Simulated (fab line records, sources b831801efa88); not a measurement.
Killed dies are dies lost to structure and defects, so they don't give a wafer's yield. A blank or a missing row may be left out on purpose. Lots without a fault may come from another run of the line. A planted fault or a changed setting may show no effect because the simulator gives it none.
fab line records | flow gf180mcu
record lots=5 wafers=15 last_day=33
route steps=602 shown LVPWELL@60 MVSD@66 MVPSD@78 VT_IMPLANT@90
lots that met no fault: from a run of the same line without faults
start_h: hours from the record's first day to the start of the lot's first wafer shown | wait_h: hours since the lot's step before | " the same as in the row above | L1.1+2: a row that stands for several wafers | - no value, or no start given | * or withheld: withheld | < > ~ a bound
route shown NAME@n: a module of which the file shows steps, and the number in the route of the first | usual: mean/standard deviation of fault-free wafers | same: alike in all rows | chamber/n: place in a boat | sites: the reading at each site | _std_site: their standard deviation | _edge_site: outer sites' mean less inner sites' | radius_mm: how far each site lies from the wafer's centre | mask NAME#n: copy n | behind: the tool/chamber that last shaped the wafer | hold: why the lot was held/for how many hours/how that ended | device: the transistor (n, p or np) that didn't switch | end of line: the same wafers' tests at the end of the route | a step without rows: its recipe alone | killed: dies lost to structure and defects at the first sort, not the wafer's yield | map: a wafer's dies, x killed, . not, _ none there
set.NAME: the setting as run; set.NAME@STEP: as run at that earlier step | model.NAME: the simulator's own value behind a step, which no gauge read
lots at some steps of the route; a table a step, a row a wafer
services: from which hour (start_h, from the record's first day; less than 0 if before it) a tool's chamber was out of use, for how many hours, and why
## steps
# step GF_LVPWELL_DEVELOP_06
# recipe wall_angle_deg=90 develop_time_s=60 dev_temp_c=23
# usual developer_temp_C=23.00/0.12
# columns lot.wafer tool chamber start_h wait_h developer_temp_C
L078.1 litho_track-02 0 - - 22.94
L078.2 " 0 " " 23.05
L078.5 " 0 " " 22.97
L080.3 litho_track-01 0 - - 23.24
L080.4 " 0 " " 23.03
L080.5 " 0 " " 23.14
L084.1 litho_track-01 0 - - 22.91
L084.3 " 0 " " 22.91
L084.5 " 0 " " 22.92
L087.4 litho_track-03 0 - - 23.07
L087.5 " 0 " " 22.93
L087.6 " 0 " " 23.01
L094.3 litho_track-02 0 - - 23.11
L094.4 " 0 " " 22.84
L094.5 " 0 " " 23.14
# step GF_LVPWELL_OVL_MEAS_07
# usual LVPWELL_OVL=-1.0/1.4
# columns lot.wafer tool chamber start_h wait_h LVPWELL_OVL[nm]
L078.1 overlay-02 - 89.21 - 0.2
L078.2 " - " " -0.2
L078.5 " - " " 0.1
L080.3 overlay-02 - 101.00 - -0.4
L080.4 " - " " -1.2
L080.5 " - " " -0.8
L084.1 overlay-02 - 124.58 - -0.2
L084.3 " - " " -1.5
L084.5 " - " " -1.1
L087.4 overlay-02 - 139.59 - 1.0
L087.5 " - " " 1.7
L087.6 " - " " 0.1
L094.3 overlay-01 - 180.27 - -0.5
L094.4 " - " " 1.2
L094.5 " - " " 1.8
# step GF_LVPWELL_IMPLANT_08
# recipe species=B energy_kev=170 dose_cm2=1.5e+13 tilt_deg=0
# usual tilt_deg=-0.003/0.023
# columns lot.wafer tool chamber start_h wait_h tilt_deg
L078.1 implanter-02 0 89.25 0.0 -0.025
L078.2 " 0 " " -0.035
L078.5 " 0 " " -0.015
L080.3 implanter-04 0 101.07 0.1 0.019
L080.4 " 0 " " 0.005
L080.5 " 0 " " 0.004
L084.1 implanter-01 0 124.62 0.0 -0.021
L084.3 " 0 " " 0.016
L084.5 " 0 " " -0.020
L087.4 implanter-04 0 139.69 0.1 -0.018
L087.5 " 0 " " -0.002
L087.6 " 0 " " 0.018
L094.3 implanter-02 0 180.35 0.1 -0.012
L094.4 " 0 " " -0.014
L094.5 " 0 " " 0.019
# step GF_LVPWELL_IMPLANT_09
# recipe species=B energy_kev=60 dose_cm2=5e+12 tilt_deg=0
# usual tilt_deg=0.002/0.021
# columns lot.wafer tool chamber start_h wait_h tilt_deg
L078.1 implanter-02 0 89.40 0.1 0.026
L078.2 " 0 " " -0.017
L078.5 " 0 " " -0.011
L080.3 implanter-04 0 101.22 0.1 -0.007
L080.4 " 0 " " 0.000
L080.5 " 0 " " 0.007
L084.1 implanter-01 0 124.77 0.1 -0.028
L084.3 " 0 " " -0.006
L084.5 " 0 " " -0.040
L087.4 implanter-04 0 139.84 0.1 0.020
L087.5 " 0 " " -0.003
L087.6 " 0 " " -0.012
L094.3 implanter-02 0 180.50 0.1 0.005
L094.4 " 0 " " 0.025
L094.5 " 0 " " -0.007
# step GF_LVPWELL_STRIP_10
# recipe chemistry=O2/N2 power_w=1400 pressure_mtorr=1500 platen_temp_c=250 o2_flow_sccm=3000 n2_flow_sccm=300 overash_fraction=0.5
# usual drypump_motor_current_A=5.5/0.68 heater_power_w=289/23 oes_product_au=0.723/0.0049 strip_time_to_endpoint_s=36.98/0.11
# columns lot.wafer tool chamber start_h wait_h drypump_motor_current_A heater_power_w oes_product_au rf_hours_counter_h strip_time_to_endpoint_s
L078.1 plasma_asher-04 1 89.55 0.1 5.2 258 0.722 44 36.94
L078.2 " 0 " " 4.7 323 0.721 44 37.02
L078.5 " 1 " " 5.2 250 0.734 - 36.90
L080.3 plasma_asher-04 0 101.35 0.1 4.7 308 0.718 - 37.10
L080.4 " 1 " " 5.1 252 0.728 - 36.94
L080.5 " 0 " " 4.7 316 0.724 - 37.08
L084.1 plasma_asher-02 1 124.92 0.1 6.6 269 0.722 1 36.94
L084.3 " 1 " " 6.5 266 0.709 - 36.95
L084.5 " 0 " " 4.8 306 0.724 - 36.89
L087.4 plasma_asher-04 0 139.95 0.1 4.7 310 0.719 - 37.11
L087.5 " 0 " " 4.7 316 0.722 - 36.95
L087.6 " 1 " " 5.1 256 0.709 - 37.15
L094.3 plasma_asher-02 1 180.63 0.1 6.6 265 0.724 - 37.01
L094.4 " 0 " " 4.8 313 0.729 - 36.99
L094.5 " 1 " " 6.6 266 0.720 - 37.09
# step GF_LVPWELL_TW_MEAS_11
# usual LVPWELL_TW=561/4.1
# columns lot.wafer tool chamber start_h wait_h LVPWELL_TW
L078.1 film_metro-03 - 89.65 0.1 561
L078.2 " - " " 567
L078.5 " - " " 563
L080.3 film_metro-04 - 101.44 0.1 558
L080.4 " - " " 558
L080.5 " - " " 560
L084.1 film_metro-01 - 125.02 0.1 566
L084.3 " - " " 564
L084.5 " - " " 565
L087.4 film_metro-04 - 140.09 0.1 557
L087.5 " - " " 555
L087.6 " - " " 556
L094.3 film_metro-04 - 180.72 0.1 559
L094.4 " - " " 559
L094.5 " - " " 561
# step GF_MVSD_DEHYDRATE_00
# recipe temp_c=200 time_s=60
# columns lot.wafer tool chamber start_h wait_h
L078.1+2+5 litho_track-02 0 95.86 6.2
L080.3+4+5 litho_track-02 0 107.96 6.5
L084.1+3+5 litho_track-04 0 131.56 6.5
L087.4+5+6 litho_track-04 0 147.59 7.5
L094.3+4+5 litho_track-01 0 188.28 7.6
# step GF_MVSD_HMDS_01
# recipe prime_time_s=60 prime_temp_c=120
# usual prime_temp_c=119.95/0.15
# columns lot.wafer tool chamber start_h wait_h prime_temp_c
L078.1 litho_track-02 0 96.01 0.1 120.20
L078.2 " 0 " " 120.07
L078.5 " 0 " " 120.13
L080.3 litho_track-02 0 108.11 0.1 119.82
L080.4 " 0 " " 119.92
L080.5 " 0 " " 120.03
L084.1 litho_track-04 0 131.71 0.1 119.91
L084.3 " 0 " " 119.90
L084.5 " 0 " " 120.03
L087.4 litho_track-04 0 147.74 0.1 120.09
L087.5 " 0 " " 120.07
L087.6 " 0 " " 120.07
L094.3 litho_track-01 0 188.43 0.1 119.73
L094.4 " 0 " " 119.84
L094.5 " 0 " " 119.81
# step GF_MVSD_COAT_02
# recipe spin_rpm=2000 resist_thk_nm=3000
# columns lot.wafer tool chamber start_h wait_h
L078.1+2+5 litho_track-02 0 96.16 0.1
L080.3+4+5 litho_track-02 0 108.26 0.1
L084.1+3+5 litho_track-04 0 131.86 0.1
L087.4+5+6 litho_track-04 0 147.89 0.1
L094.3+4+5 litho_track-01 0 188.58 0.1
# step GF_MVSD_SOFTBAKE_03
# recipe temp_c=110 time_s=withheld
# columns lot.wafer tool chamber start_h wait_h
L078.1+2+5 litho_track-02 0 96.31 0.1
L080.3+4+5 litho_track-02 0 108.43 0.1
L084.1+3+5 litho_track-04 0 132.01 0.1
L087.4+5+6 litho_track-04 0 148.06 0.1
L094.3+4+5 litho_track-01 0 188.75 0.1
# step GF_MVSD_EXPOSE_04
# recipe mask_id=MVSD target_cd_nm=1000 na=0.6 source_shape=conventional sigma_outer=0.6 dose_mj=260
# columns lot.wafer tool chamber start_h wait_h mask
L078.1+2+5 iline_stepper-02 0 - - MVSD#0
L080.3+4+5 iline_stepper-02 0 - - MVSD#0
L084.1+3+5 iline_stepper-01 0 - - MVSD#0
L087.4+5+6 iline_stepper-01 0 - - MVSD#0
L094.3+4+5 iline_stepper-01 0 - - MVSD#0
# step GF_MVSD_PEB_05
# recipe temp_c=115 time_s=withheld
# columns lot.wafer tool chamber start_h wait_h
L078.1+2+5 litho_track-02 0 - -
L080.3+4+5 litho_track-04 0 - -
L084.1+3+5 litho_track-02 0 - -
L087.4+5+6 litho_track-04 0 - -
L094.3+4+5 litho_track-01 0 - -
# step GF_MVSD_DEVELOP_06
# recipe wall_angle_deg=90 develop_time_s=60 dev_temp_c=23
# usual developer_temp_C=22.99/0.1
# columns lot.wafer tool chamber start_h wait_h developer_temp_C
L078.1 litho_track-02 0 - - 22.75
L078.2 " 0 " " 23.14
L078.5 " 0 " " 23.10
L080.3 litho_track-04 0 - - 22.84
L080.4 " 0 " " 22.95
L080.5 " 0 " " 22.80
L084.1 litho_track-02 0 - - 23.09
L084.3 " 0 " " 23.03
L084.5 " 0 " " 22.90
L087.4 litho_track-04 0 - - 22.96
L087.5 " 0 " " 22.81
L087.6 " 0 " " 22.89
L094.3 litho_track-01 0 - - 23.11
L094.4 " 0 " " 22.88
L094.5 " 0 " " 23.08
# step GF_MVSD_OVL_MEAS_07
# usual MVSD_OVL=-1.4/1.6
# columns lot.wafer tool chamber start_h wait_h MVSD_OVL[nm]
L078.1 overlay-02 - 103.31 - 0.2
L078.2 " - " " 0.4
L078.5 " - " " -0.2
L080.3 overlay-01 - 115.17 - 0.1
L080.4 " - " " -0.1
L080.5 " - " " -0.3
L084.1 overlay-01 - 140.06 - 1.4
L084.3 " - " " 1.2
L084.5 " - " " 2.7
L087.4 overlay-01 - 156.03 - 3.3
L087.5 " - " " 1.4
L087.6 " - " " 2.0
L094.3 overlay-01 - 197.30 - -1.0
L094.4 " - " " -1.7
L094.5 " - " " -0.7
# step GF_MVSD_IMPLANT_08
# recipe species=P energy_kev=400 dose_cm2=1.6e+13 tilt_deg=0
# usual tilt_deg=-0.003/0.018
# columns lot.wafer tool chamber start_h wait_h tilt_deg
L078.1 implanter-02 0 103.35 0.0 -0.004
L078.2 " 0 " " 0.009
L078.5 " 0 " " 0.028
L080.3 implanter-01 0 115.25 0.1 -0.022
L080.4 " 0 " " -0.027
L080.5 " 0 " " -0.032
L084.1 implanter-02 0 140.10 0.0 0.042
L084.3 " 0 " " -0.012
L084.5 " 0 " " 0.026
L087.4 implanter-01 0 156.12 0.1 -0.026
L087.5 " 0 " " -0.002
L087.6 " 0 " " -0.001
L094.3 implanter-01 0 197.37 0.1 0.016
L094.4 " 0 " " 0.018
L094.5 " 0 " " -0.012
# step GF_MVSD_IMPLANT_09
# recipe species=P energy_kev=100 dose_cm2=4.916e+12 tilt_deg=0
# usual tilt_deg=0.003/0.021
# columns lot.wafer tool chamber start_h wait_h tilt_deg
L078.1 implanter-02 0 103.50 0.1 -0.016
L078.2 " 0 " " 0.016
L078.5 " 0 " " -0.009
L080.3 implanter-01 0 115.40 0.1 0.043
L080.4 " 0 " " -0.001
L080.5 " 0 " " -0.004
L084.1 implanter-02 0 140.25 0.1 -0.007
L084.3 " 0 " " -0.024
L084.5 " 0 " " -0.007
L087.4 implanter-01 0 156.27 0.1 0.023
L087.5 " 0 " " 0.032
L087.6 " 0 " " 0.004
L094.3 implanter-01 0 197.52 0.1 -0.021
L094.4 " 0 " " -0.012
L094.5 " 0 " " 0.027
# step GF_MVSD_STRIP_10
# recipe chemistry=O2/N2 power_w=1400 pressure_mtorr=1500 platen_temp_c=250 o2_flow_sccm=3000 n2_flow_sccm=300 overash_fraction=0.5
# usual drypump_motor_current_A=5.4/0.64 heater_power_w=300/24 oes_product_au=0.722/0.0052 strip_time_to_endpoint_s=36.97/0.098
# columns lot.wafer tool chamber start_h wait_h drypump_motor_current_A heater_power_w oes_product_au rf_hours_counter_h strip_time_to_endpoint_s
L078.1 plasma_asher-03 1 103.65 0.1 5.7 306 0.720 29 37.08
L078.2 " 0 " " 6.1 287 0.712 29 37.05
L078.5 " 1 " " 5.8 317 0.726 - 37.17
L080.3 plasma_asher-03 1 115.53 0.1 5.7 317 0.727 - 37.00
L080.4 " 0 " " 6.1 284 0.716 - 36.99
L080.5 " 0 " " 6.1 281 0.722 - 37.01
L084.1 plasma_asher-01 0 140.40 0.1 6.4 319 0.728 50 37.04
L084.3 " 0 " " 6.4 310 0.734 - 37.22
L084.5 " 0 " " 6.4 312 0.724 - 37.17
L087.4 plasma_asher-04 1 156.38 0.1 5.1 259 0.723 - 37.04
L087.5 " 1 " " 5.1 254 0.732 - 36.97
L087.6 " 0 " " 4.7 308 0.717 - 37.03
L094.3 plasma_asher-01 0 197.65 0.1 6.3 329 0.725 - 36.98
L094.4 " 1 " " 4.9 305 0.724 - 37.05
L094.5 " 0 " " 6.3 318 0.727 - 37.11
# step GF_MVSD_TW_MEAS_11
# usual MVSD_TW=1585/9.9
# columns lot.wafer tool chamber start_h wait_h MVSD_TW
L078.1 film_metro-03 - 103.75 0.1 1582
L078.2 " - " " 1576
L078.5 " - " " 1585
L080.3 film_metro-03 - 115.62 0.1 1576
L080.4 " - " " 1584
L080.5 " - " " 1584
L084.1 film_metro-01 - 140.50 0.1 1599
L084.3 " - " " 1597
L084.5 " - " " 1600
L087.4 film_metro-01 - 156.48 0.1 1599
L087.5 " - " " 1591
L087.6 " - " " 1599
L094.3 film_metro-01 - 197.74 0.1 1587
L094.4 " - " " 1590
L094.5 " - " " 1586
# step GF_MVPSD_DEHYDRATE_00
# recipe temp_c=200 time_s=60
# columns lot.wafer tool chamber start_h wait_h
L078.1+2+5 litho_track-04 0 110.36 6.6
L080.3+4+5 litho_track-04 0 122.86 7.2
L084.1+3+5 litho_track-03 0 147.43 6.9
L087.4+5+6 litho_track-03 0 163.65 7.2
L094.3+4+5 litho_track-03 0 205.48 7.7
# step GF_MVPSD_HMDS_01
# recipe prime_time_s=60 prime_temp_c=120
# usual prime_temp_c=120.02/0.14
# columns lot.wafer tool chamber start_h wait_h prime_temp_c
L078.1 litho_track-04 0 110.51 0.1 119.88
L078.2 " 0 " " 119.78
L078.5 " 0 " " 120.03
L080.3 litho_track-04 0 123.01 0.1 119.93
L080.4 " 0 " " 119.84
L080.5 " 0 " " 120.00
L084.1 litho_track-03 0 147.58 0.1 119.71
L084.3 " 0 " " 119.93
L084.5 " 0 " " 119.79
L087.4 litho_track-03 0 163.80 0.1 119.96
L087.5 " 0 " " 120.04
L087.6 " 0 " " 120.21
L094.3 litho_track-03 0 205.63 0.1 119.97
L094.4 " 0 " " 120.04
L094.5 " 0 " " 120.20
# step GF_MVPSD_COAT_02
# recipe spin_rpm=2000 resist_thk_nm=3000
# columns lot.wafer tool chamber start_h wait_h
L078.1+2+5 litho_track-04 0 110.66 0.1
L080.3+4+5 litho_track-04 0 123.16 0.1
L084.1+3+5 litho_track-03 0 147.73 0.1
L087.4+5+6 litho_track-03 0 163.95 0.1
L094.3+4+5 litho_track-03 0 205.78 0.1
# step GF_MVPSD_SOFTBAKE_03
# recipe temp_c=110 time_s=withheld
# columns lot.wafer tool chamber start_h wait_h
L078.1+2+5 litho_track-04 0 110.81 0.1
L080.3+4+5 litho_track-04 0 123.33 0.1
L084.1+3+5 litho_track-03 0 147.88 0.1
L087.4+5+6 litho_track-03 0 164.13 0.1
L094.3+4+5 litho_track-03 0 205.94 0.1
# step GF_MVPSD_EXPOSE_04
# recipe mask_id=MVPSD target_cd_nm=1000 na=0.6 source_shape=conventional sigma_outer=0.6 dose_mj=260
# columns lot.wafer tool chamber start_h wait_h mask
L078.1+2+5 iline_stepper-02 0 - - MVPSD#0
L080.3+4+5 iline_stepper-01 0 - - MVPSD#0
L084.1+3+5 iline_stepper-01 0 - - MVPSD#0
L087.4+5+6 iline_stepper-01 0 - - MVPSD#0
L094.3+4+5 iline_stepper-02 0 - - MVPSD#0
# step GF_MVPSD_PEB_05
# recipe temp_c=115 time_s=withheld
# columns lot.wafer tool chamber start_h wait_h
L078.1+2+5 litho_track-01 0 - -
L080.3+4+5 litho_track-01 0 - -
L084.1+3+5 litho_track-04 0 - -
L087.4+5+6 litho_track-04 0 - -
L094.3+4+5 litho_track-04 0 - -
# step GF_MVPSD_DEVELOP_06
# recipe wall_angle_deg=90 develop_time_s=60 dev_temp_c=23
# usual developer_temp_C=22.99/0.12
# columns lot.wafer tool chamber start_h wait_h developer_temp_C
L078.1 litho_track-01 0 - - 22.90
L078.2 " 0 " " 22.98
L078.5 " 0 " " 22.72
L080.3 litho_track-01 0 - - 22.88
L080.4 " 0 " " 22.77
L080.5 " 0 " " 22.87
L084.1 litho_track-04 0 - - 23.18
L084.3 " 0 " " 23.16
L084.5 " 0 " " 23.19
L087.4 litho_track-04 0 - - 23.01
L087.5 " 0 " " 23.09
L087.6 " 0 " " 22.74
L094.3 litho_track-04 0 - - 23.00
L094.4 " 0 " " 22.85
L094.5 " 0 " " 22.91
# step GF_MVPSD_OVL_MEAS_07
# usual MVPSD_OVL=-0.4/1.4
# columns lot.wafer tool chamber start_h wait_h MVPSD_OVL[nm]
L078.1 overlay-01 - 117.88 - 0.5
L078.2 " - " " 0.4
L078.5 " - " " 2.5
L080.3 overlay-02 - 130.90 - -0.3
L080.4 " - " " -0.1
L080.5 " - " " 0.4
L084.1 overlay-01 - 156.36 - 0.0
L084.3 " - " " -1.1
L084.5 " - " " 0.7
L087.4 overlay-01 - 171.78 - -1.9
L087.5 " - " " -1.8
L087.6 " - " " -2.4
L094.3 overlay-01 - 214.57 - 0.1
L094.4 " - " " 0.3
L094.5 " - " " -0.2
# step GF_MVPSD_IMPLANT_08
# recipe species=B energy_kev=170 dose_cm2=1.5e+13 tilt_deg=0
# usual tilt_deg=-0.003/0.02
# columns lot.wafer tool chamber start_h wait_h tilt_deg
L078.1 implanter-01 0 117.92 0.0 0.033
L078.2 " 0 " " 0.024
L078.5 " 0 " " 0.029
L080.3 implanter-03 0 130.97 0.1 0.022
L080.4 " 0 " " 0.018
L080.5 " 0 " " 0.009
L084.1 implanter-03 0 156.40 0.0 -0.022
L084.3 " 0 " " 0.005
L084.5 " 0 " " -0.004
L087.4 implanter-04 0 171.87 0.1 0.030
L087.5 " 0 " " 0.012
L087.6 " 0 " " 0.018
L094.3 implanter-03 0 214.65 0.1 0.007
L094.4 " 0 " " 0.010
L094.5 " 0 " " -0.003
# step GF_MVPSD_IMPLANT_09
# recipe species=B energy_kev=40 dose_cm2=5e+12 tilt_deg=0
# usual tilt_deg=-0.001/0.019
# columns lot.wafer tool chamber start_h wait_h tilt_deg
L078.1 implanter-01 0 118.07 0.1 -0.017
L078.2 " 0 " " -0.010
L078.5 " 0 " " -0.001
L080.3 implanter-03 0 131.12 0.1 -0.015
L080.4 " 0 " " 0.017
L080.5 " 0 " " -0.010
L084.1 implanter-03 0 156.55 0.1 0.000
L084.3 " 0 " " -0.042
L084.5 " 0 " " -0.029
L087.4 implanter-04 0 172.02 0.1 -0.004
L087.5 " 0 " " -0.002
L087.6 " 0 " " -0.024
L094.3 implanter-03 0 214.80 0.1 -0.015
L094.4 " 0 " " 0.003
L094.5 " 0 " " -0.022
# step GF_MVPSD_STRIP_10
# recipe chemistry=O2/N2 power_w=1400 pressure_mtorr=1500 platen_temp_c=250 o2_flow_sccm=3000 n2_flow_sccm=300 overash_fraction=0.5
# usual drypump_motor_current_A=5.5/0.77 heater_power_w=298/23 oes_product_au=0.722/0.0042 strip_time_to_endpoint_s=36.97/0.087
# columns lot.wafer tool chamber start_h wait_h drypump_motor_current_A heater_power_w oes_product_au rf_hours_counter_h strip_time_to_endpoint_s
L078.1 plasma_asher-01 1 118.22 0.1 4.9 308 0.717 48 37.28
L078.2 " 0 " " 6.3 310 0.717 48 37.19
L078.5 " 1 " " 4.9 302 0.726 - 37.08
L080.3 plasma_asher-01 0 131.25 0.1 6.4 325 0.725 - 37.09
L080.4 " 1 " " 4.9 306 0.723 - 37.05
L080.5 " 0 " " 6.3 315 0.726 - 36.95
L084.1 plasma_asher-02 1 156.70 0.1 6.6 261 0.723 4 36.78
L084.3 " 0 " " 4.8 307 0.727 - 36.94
L084.5 " 1 " " 6.6 266 0.719 - 36.98
L087.4 plasma_asher-02 0 172.13 0.1 4.8 308 0.720 - 36.87
L087.5 " 1 " " 6.6 262 0.727 - 36.90
L087.6 " 0 " " 4.8 300 0.722 - 36.88
L094.3 plasma_asher-04 1 214.93 0.1 5.1 255 0.722 - 37.00
L094.4 " 0 " " 4.7 313 0.721 - 37.05
L094.5 " 1 " " 5.1 255 0.718 - 36.99
# step GF_MVPSD_TW_MEAS_11
# usual MVPSD_TW=555/3.7
# columns lot.wafer tool chamber start_h wait_h MVPSD_TW
L078.1 film_metro-01 - 118.32 0.1 559
L078.2 " - " " 556
L078.5 " - " " 555
L080.3 film_metro-04 - 131.34 0.1 551
L080.4 " - " " 551
L080.5 " - " " 553
L084.1 film_metro-04 - 156.80 0.1 550
L084.3 " - " " 553
L084.5 " - " " 552
L087.4 film_metro-01 - 172.23 0.1 557
L087.5 " - " " 557
L087.6 " - " " 559
L094.3 film_metro-04 - 215.02 0.1 550
L094.4 " - " " 548
L094.5 " - " " 549
# step GF_VT_IMPLANT_DEHYDRATE_00
# recipe temp_c=200 time_s=60
# columns lot.wafer tool chamber start_h wait_h
L078.1+2+5 litho_track-04 0 125.26 6.9
L080.3+4+5 litho_track-04 0 138.76 7.4
L084.1+3+5 litho_track-02 0 164.26 7.5
L087.4+5+6 litho_track-03 0 180.00 7.8
L094.3+4+5 litho_track-04 0 223.36 8.3
# step GF_VT_IMPLANT_HMDS_01
# recipe prime_time_s=60 prime_temp_c=120
# usual prime_temp_c=119.99/0.14
# columns lot.wafer tool chamber start_h wait_h prime_temp_c
L078.1 litho_track-04 0 125.41 0.1 120.07
L078.2 " 0 " " 119.96
L078.5 " 0 " " 119.89
L080.3 litho_track-04 0 138.91 0.1 120.08
L080.4 " 0 " " 120.12
L080.5 " 0 " " 120.15
L084.1 litho_track-02 0 164.41 0.1 120.14
L084.3 " 0 " " 119.84
L084.5 " 0 " " 119.88
L087.4 litho_track-03 0 180.15 0.1 119.69
L087.5 " 0 " " 119.74
L087.6 " 0 " " 119.93
L094.3 litho_track-04 0 223.51 0.1 120.06
L094.4 " 0 " " 120.05
L094.5 " 0 " " 120.11
# step GF_VT_IMPLANT_COAT_02
# recipe resist=NOVOLAK spin_rpm=3000 resist_thk_nm=1000
# columns lot.wafer tool chamber start_h wait_h
L078.1+2+5 litho_track-04 0 125.56 0.1
L080.3+4+5 litho_track-04 0 139.06 0.1
L084.1+3+5 litho_track-02 0 164.56 0.1
L087.4+5+6 litho_track-03 0 180.30 0.1
L094.3+4+5 litho_track-04 0 223.66 0.1
# step GF_VT_IMPLANT_SOFTBAKE_03
# recipe temp_c=90 time_s=60 resist=NOVOLAK
# columns lot.wafer tool chamber start_h wait_h
L078.1+2+5 litho_track-04 0 125.71 0.1
L080.3+4+5 litho_track-04 0 139.21 0.1
L084.1+3+5 litho_track-02 0 164.71 0.1
L087.4+5+6 litho_track-03 0 180.45 0.1
L094.3+4+5 litho_track-04 0 223.81 0.1
# step GF_VT_IMPLANT_EXPOSE_04
# recipe mask_id=LVPWELL_LV_AREA target_cd_nm=600 na=0.6 source_shape=conventional sigma_outer=0.6 dose_mj=140
# columns lot.wafer tool chamber start_h wait_h mask
L078.1+2+5 iline_stepper-01 0 - - LVPWELL_LV_AREA#0
L080.3+4+5 iline_stepper-01 0 - - LVPWELL_LV_AREA#0
L084.1+3+5 iline_stepper-02 0 - - LVPWELL_LV_AREA#0
L087.4+5+6 iline_stepper-02 0 - - LVPWELL_LV_AREA#0
L094.3+4+5 iline_stepper-02 0 - - LVPWELL_LV_AREA#0
# step GF_VT_IMPLANT_PEB_05
# recipe temp_c=withheld time_s=* resist=NOVOLAK
# columns lot.wafer tool chamber start_h wait_h
L078.1+2+5 litho_track-03 0 - -
L080.3+4+5 litho_track-04 0 - -
L084.1+3+5 litho_track-02 0 - -
L087.4+5+6 litho_track-02 0 - -
L094.3+4+5 litho_track-02 0 - -
# step GF_VT_IMPLANT_DEVELOP_06
# recipe develop_time_s=60 dev_temp_c=23
# usual developer_temp_C=22.99/0.086
# columns lot.wafer tool chamber start_h wait_h developer_temp_C
L078.1 litho_track-03 0 133.13 0.1 23.26
L078.2 " 0 " " 23.00
L078.5 " 0 " " 23.06
L080.3 litho_track-04 0 147.06 0.1 23.08
L080.4 " 0 " " 22.95
L080.5 " 0 " " 23.02
L084.1 litho_track-02 0 172.31 0.1 22.85
L084.3 " 0 " " 23.10
L084.5 " 0 " " 22.99
L087.4 litho_track-02 0 188.54 0.1 22.95
L087.5 " 0 " " 22.78
L087.6 " 0 " " 23.00
L094.3 litho_track-02 0 232.46 0.1 23.12
L094.4 " 0 " " 23.12
L094.5 " 0 " " 23.07
# step GF_VT_IMPLANT_OVL_MEAS_07
# usual VT_IMPLANT_OVL=-0.1/1.3
# columns lot.wafer tool chamber start_h wait_h VT_IMPLANT_OVL[nm]
L078.1 overlay-02 - 133.28 0.1 -0.1
L078.2 " - " " 0.3
L078.5 " - " " 0.4
L080.3 overlay-02 - 147.17 0.1 -1.5
L080.4 " - " " -1.5
L080.5 " - " " -1.8
L084.1 overlay-01 - 172.46 0.1 1.3
L084.3 " - " " 0.5
L084.5 " - " " 0.9
L087.4 overlay-01 - 188.63 0.1 0.0
L087.5 " - " " 0.4
L087.6 " - " " -0.5
L094.3 overlay-01 - 232.57 0.1 2.0
L094.4 " - " " 0.6
L094.5 " - " " 0.1
# step GF_VT_IMPLANT_IMPLANT_08
# recipe species=BF2 energy_kev=20.45 dose_cm2=8.29e+12 tilt_deg=7
# usual tilt_deg=6.997/0.021
# columns lot.wafer tool chamber start_h wait_h tilt_deg
L078.1 implanter-04 0 133.31 0.0 7.047
L078.2 " 0 " " 7.033
L078.5 " 0 " " 7.019
L080.3 implanter-03 0 147.25 0.1 6.995
L080.4 " 0 " " 6.956
L080.5 " 0 " " 7.007
L084.1 implanter-03 0 172.50 0.0 6.999
L084.3 " 0 " " 6.994
L084.5 " 0 " " 7.015
L087.4 implanter-03 0 188.72 0.1 6.984
L087.5 " 0 " " 6.975
L087.6 " 0 " " 6.976
L094.3 implanter-02 0 232.65 0.1 7.021
L094.4 " 0 " " 6.963
L094.5 " 0 " " 7.000
# step GF_VT_IMPLANT_STRIP_09
# recipe chemistry=O2/N2 power_w=1400 pressure_mtorr=1500 platen_temp_c=250 o2_flow_sccm=3000 n2_flow_sccm=300 overash_fraction=0.5
# usual drypump_motor_current_A=5.7/0.67 heater_power_w=300/18 oes_product_au=0.716/0.0046 strip_time_to_endpoint_s=12.64/0.032
# columns lot.wafer tool chamber start_h wait_h drypump_motor_current_A heater_power_w oes_product_au rf_hours_counter_h strip_time_to_endpoint_s
L078.1 plasma_asher-03 0 133.46 0.1 6.1 285 0.721 32 12.66
L078.2 " 1 " " 5.7 304 0.715 32 12.62
L078.5 " 1 " " 5.7 312 0.718 - 12.65
L080.3 plasma_asher-02 0 147.38 0.1 4.8 310 0.717 - 12.63
L080.4 " 1 " " 6.6 261 0.717 - 12.64
L080.5 " 0 " " 4.8 308 0.714 - 12.69
L084.1 plasma_asher-01 0 172.65 0.1 6.3 321 0.725 53 12.62
L084.3 " 0 " " 6.4 313 0.710 - 12.64
L084.5 " 0 " " 6.4 323 0.717 - 12.66
L087.4 plasma_asher-02 0 188.83 0.1 4.8 311 0.716 - 12.65
L087.5 " 1 " " 6.5 268 0.720 - 12.64
L087.6 " 0 " " 4.8 312 0.710 - 12.65
L094.3 plasma_asher-03 1 232.78 0.1 5.7 305 0.709 - 12.63
L094.4 " 0 " " 6.1 287 0.715 - 12.62
L094.5 " 1 " " 5.7 314 0.726 - 12.65
# step GF_VT_IMPLANT_TW_MEAS_10
# usual VT_IMPLANT_TW=563/4
# columns lot.wafer tool chamber start_h wait_h VT_IMPLANT_TW
L078.1 film_metro-04 - 133.56 0.1 565
L078.2 " - " " 566
L078.5 " - " " 569
L080.3 film_metro-04 - 147.47 0.1 565
L080.4 " - " " 569
L080.5 " - " " 563
L084.1 film_metro-04 - 172.75 0.1 564
L084.3 " - " " 567
L084.5 " - " " 565
L087.4 film_metro-02 - 188.93 0.1 561
L087.5 " - " " 560
L087.6 " - " " 560
L094.3 film_metro-02 - 232.87 0.1 560
L094.4 " - " " 560
L094.5 " - " " 561
# step GF_VT_IMPLANT_DEHYDRATE_11
# recipe temp_c=200 time_s=60
# columns lot.wafer tool chamber start_h wait_h
L078.1+2+5 litho_track-03 0 140.63 7.1
L080.3+4+5 litho_track-03 0 154.73 7.3
L084.1+3+5 litho_track-03 0 180.53 7.8
L087.4+5+6 litho_track-02 0 197.14 8.2
L094.3+4+5 litho_track-02 0 241.36 8.5
## services
# columns tool chamber start_h hours kind
plasma_asher-04 - 73.83 4.4 repair
iline_stepper-02 - 82.99 2.1 pm
iline_stepper-02 - 85.07 - consumable_replace:lamp
plasma_asher-02 - 108.75 9.0 pm
plasma_asher-02 0 108.75 9.0 vent_cycle
plasma_asher-02 1 108.75 9.0 vent_cycle
implanter-03 - 112.12 1.4 repair
plasma_asher-02 0 117.75 - clean
plasma_asher-02 1 117.75 - clean
implanter-01 - 128.54 5.2 pm
plasma_asher-01 - 144.55 1.6 repair
iline_stepper-02 - 147.08 1.7 pm
iline_stepper-01 - 152.12 1.7 pm
implanter-03 - 175.30 11.8 pm
iline_stepper-02 - 184.79 12.6 repair
iline_stepper-02 - 188.08 1.1 repair
implanter-02 - 197.26 5.7 repair
plasma_asher-01 - 213.72 3.4 repair
## key
fault none
